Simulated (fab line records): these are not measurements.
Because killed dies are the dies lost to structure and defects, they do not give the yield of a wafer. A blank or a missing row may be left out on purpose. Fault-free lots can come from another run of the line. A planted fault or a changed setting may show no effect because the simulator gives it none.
Chamber matching / flow gf180mcu / rie_diel-02 running GF_V2_ETCH_16: 4 sister chambers
The step etches BARC in N2/H2. 4 wafers are shown with their chamber, then 10 later ones without.

WAFERS PAIRED WITH THEIR CHAMBERS
wafer=L082.6; chamber=2; drypump_motor_current_A (A)=6.0
wafer=L084.1; chamber=0; drypump_motor_current_A (A)=5.3
wafer=L089.1; chamber=3; drypump_motor_current_A (A)=6.0
wafer=L089.2; chamber=1; drypump_motor_current_A (A)=5.9

WAFERS WHOSE CHAMBER IS MISSING
wafer=L089.5; drypump_motor_current_A (A)=5.3
wafer=L094.3; drypump_motor_current_A (A)=5.3
wafer=L094.4; drypump_motor_current_A (A)=6.0
wafer=L094.6; drypump_motor_current_A (A)=6.0
wafer=L095.3; drypump_motor_current_A (A)=6.1
wafer=L095.4; drypump_motor_current_A (A)=5.3
wafer=L095.5; drypump_motor_current_A (A)=5.9
wafer=L097.2; drypump_motor_current_A (A)=5.3
wafer=L097.4; drypump_motor_current_A (A)=6.0
wafer=L097.6; drypump_motor_current_A (A)=5.9

CHAMBER TAKEN BY EACH
wafer=L089.5; from the rows above=0; in truth=0
wafer=L094.3; from the rows above=0; in truth=0
wafer=L094.4; from the rows above=can't be placed: 2 or 3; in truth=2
wafer=L094.6; from the rows above=can't be placed: 2 or 3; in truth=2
wafer=L095.3; from the rows above=can't be placed: 2 or 3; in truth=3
wafer=L095.4; from the rows above=0; in truth=0
wafer=L095.5; from the rows above=1; in truth=1
wafer=L097.2; from the rows above=0; in truth=0
wafer=L097.4; from the rows above=can't be placed: 2 or 3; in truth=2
wafer=L097.6; from the rows above=1; in truth=1
6 of 10 placed correctly. These rows do not allow placing 4 (true chamber among the candidates in 4). 0 placed wrongly.
How it was worked out, from the rows above alone: a wafer's distance from a chamber is the root of the sum, over the readings, of the square of ((its reading less the chamber's mean) divided by the reading's scatter). If the next closest chamber is less than 2 further off than the closest, the wafer can't be placed; otherwise it belongs to the closest. The mean given for a chamber averages the wafers shown for that chamber. The scatter (one wafer shown for each chamber): square how far every hidden wafer sits from the nearest shown wafer, average those squares and take the square root.
